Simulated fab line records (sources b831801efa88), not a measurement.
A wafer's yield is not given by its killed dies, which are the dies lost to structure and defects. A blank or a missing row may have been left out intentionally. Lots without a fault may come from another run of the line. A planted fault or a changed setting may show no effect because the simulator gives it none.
Split-lot trial + flow sky130 + 23 wafers read across 5 lots, on a route 708 steps long

SPLIT DETAILS
At SKY_VIA2_SPUTTER_20 (material TiN, target thk 20 nm, time 80 s), the setting chamber-pressure-pa was moved away from the recipe's 5 Pa on 15 of the 23 wafers read, by -5.3% to +6.3%. All remaining wafers had this setting at the recipe value.

The split's own step is where the reading is taken.

THE READING
TiN_of_VIA2_SPUTTER_20.thk-nm (the simulator's own value, which no gauge read), in nm, at SKY_VIA2_SPUTTER_20 (material TiN, target thk 20 nm, time 80 s). The file gives no usual value for it. The 8 wafers here that ran the recipe average 19.84 nm, standard deviation 0.24 nm.

| wafer  | tool, chamber at the split | chamber-pressure-pa as run, Pa | against the recipe | TiN_of_VIA2_SPUTTER_20.thk-nm, nm | against lot-mates on the recipe |
|--------|----------------------------|--------------------------------|--------------------|-----------------------------------|---------------------------------|
| L077.1 | pvd-sputter-01, -          | 5                              | recipe             | 19.56                             | -                               |
| L077.2 | pvd-sputter-01, -          | 5                              | recipe             | 19.64                             | -                               |
| L077.3 | pvd-sputter-01, -          | 5                              | recipe             | 19.77                             | -                               |
| L077.4 | pvd-sputter-01, -          | 5                              | recipe             | 19.66                             | -                               |
| L077.6 | pvd-sputter-01, -          | 5                              | recipe             | 19.67                             | -                               |
| L078.2 | pvd-sputter-02, -          | 4.733                          | -5.3%              | 21.34                             | no lot-mate on the recipe       |
| L078.3 | pvd-sputter-02, -          | 4.733                          | -5.3%              | 21.11                             | no lot-mate on the recipe       |
| L078.4 | pvd-sputter-02, -          | 4.733                          | -5.3%              | 20.75                             | no lot-mate on the recipe       |
| L078.5 | pvd-sputter-02, -          | 4.733                          | -5.3%              | 21.04                             | no lot-mate on the recipe       |
| L078.6 | pvd-sputter-02, -          | 4.733                          | -5.3%              | 21.24                             | no lot-mate on the recipe       |
| L080.2 | pvd-sputter-01, -          | 5                              | recipe             | 20.21                             | -                               |
| L080.4 | pvd-sputter-01, -          | 5                              | recipe             | 20.05                             | -                               |
| L080.5 | pvd-sputter-01, -          | 5                              | recipe             | 20.12                             | -                               |
| L083.1 | pvd-sputter-01, -          | 5.315                          | +6.3%              | 18.91                             | no lot-mate on the recipe       |
| L083.2 | pvd-sputter-01, -          | 5.315                          | +6.3%              | 19.13                             | no lot-mate on the recipe       |
| L083.3 | pvd-sputter-01, -          | 5.315                          | +6.3%              | 19.14                             | no lot-mate on the recipe       |
| L083.4 | pvd-sputter-01, -          | 5.315                          | +6.3%              | 18.81                             | no lot-mate on the recipe       |
| L083.5 | pvd-sputter-01, -          | 5.315                          | +6.3%              | 18.94                             | no lot-mate on the recipe       |
| L084.1 | pvd-sputter-04, -          | 4.79                           | -4.2%              | 21.11                             | no lot-mate on the recipe       |
| L084.2 | pvd-sputter-04, -          | 4.79                           | -4.2%              | 20.82                             | no lot-mate on the recipe       |
| L084.3 | pvd-sputter-04, -          | 4.79                           | -4.2%              | 20.81                             | no lot-mate on the recipe       |
| L084.4 | pvd-sputter-04, -          | 4.79                           | -4.2%              | 21.06                             | no lot-mate on the recipe       |
| L084.6 | pvd-sputter-04, -          | 4.79                           | -4.2%              | 21.15                             | no lot-mate on the recipe       |

FIT RESULTS
A straight line over all 23 wafers: TiN_of_VIA2_SPUTTER_20.thk-nm changes by -0.189 nm for each +1% of chamber-pressure-pa; r = -0.96; the points scatter about the line by 0.26 nm.
Too few moved wafers with a lot-mate on the recipe to fit a line net of each lot's own level.

FILE'S OWN FIT
TiN_of_VIA2_SPUTTER_20.thk-nm changes by -0.189 nm for each +1% of chamber-pressure-pa, r = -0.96.
